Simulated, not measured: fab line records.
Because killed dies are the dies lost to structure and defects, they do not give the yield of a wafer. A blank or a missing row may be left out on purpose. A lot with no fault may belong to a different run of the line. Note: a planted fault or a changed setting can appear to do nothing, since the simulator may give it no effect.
Which tool did it? ; flow sky130 ; Sampling: 6 lots, 18 wafers, 3 of 708 route steps

## WHAT EACH GAUGE READ, for each wafer
SKY_VIA3_RS_MEAS_22: the measuring method here is four-point-probe.
lot;measured;on;VIA3_W_RS (ohm/sq)
L129;day 41 02:28;film-metro-04;0.2911 0.2934 0.2903
L131;day 41 15:12;film-metro-02;0.2909 0.2930 0.2924
L134;day 43 17:54;film-metro-04;0.2893 0.2919 0.2934
L133;day 43 20:59;film-metro-04;0.2920 0.2915 0.2924
L146;day 45 01:43;film-metro-03;0.2912 0.2908 0.2894
L150;day 45 23:19;film-metro-04;0.2896 0.2951 0.2932

## WHICH TOOL RAN EACH LOT (tool, then ch and the chambers of the sampled wafers, then the start)
lot;SKY_VIA3_ETCH_14;SKY_VIA3_CVD_21
L129;rie-diel-02 ch 1,2, day 41 01:31;cvd-w-01 ch 0,1, day 41 02:20
L131;rie-diel-04 ch 0,1,3, day 41 14:17;cvd-w-01 ch 0,1, day 41 15:04
L134;rie-diel-01 ch 1,2,3, day 43 16:32;cvd-w-02 ch 0, day 43 17:40
L133;rie-diel-02 ch 0,1,2, day 43 19:30;cvd-w-02 ch 0, day 43 20:48
L146;rie-diel-01 ch 1,2,3, day 45 00:49;cvd-w-02 ch 0,1, day 45 01:34
L150;rie-diel-04 ch 0,3, day 45 22:20;cvd-w-01 ch 0,1, day 45 23:11
- SKY_VIA3_ETCH_14: etches BARC in N2/H2, stops on SiO2, time 45.9 s, target depth 60 nm.
- SKY_VIA3_CVD_21: deposits W, target thk 390 nm, time 117.31 s.

## THE ANSWER, worked out from the rows above alone
Rule: what is usual is taken from the lots themselves. The widest of any qualifying gaps counts: lots, ordered by their means at a reading, are off when they make up no more than a third of the lots, leave a main group of 4 or more, and stand apart from it by 3 or more times the standard deviation of that group's means. If all means in a main group match to the digits the tables above print for the reading, that group is not used. A lot without any number at a reading at which 4 lots or more have one is off too. Where the step has rows for the other lots, those lots are counted as sound.
No lot is off at any reading shown: from this, nothing can be told.

## WHAT WAS PUT IN BY THE SIMULATOR
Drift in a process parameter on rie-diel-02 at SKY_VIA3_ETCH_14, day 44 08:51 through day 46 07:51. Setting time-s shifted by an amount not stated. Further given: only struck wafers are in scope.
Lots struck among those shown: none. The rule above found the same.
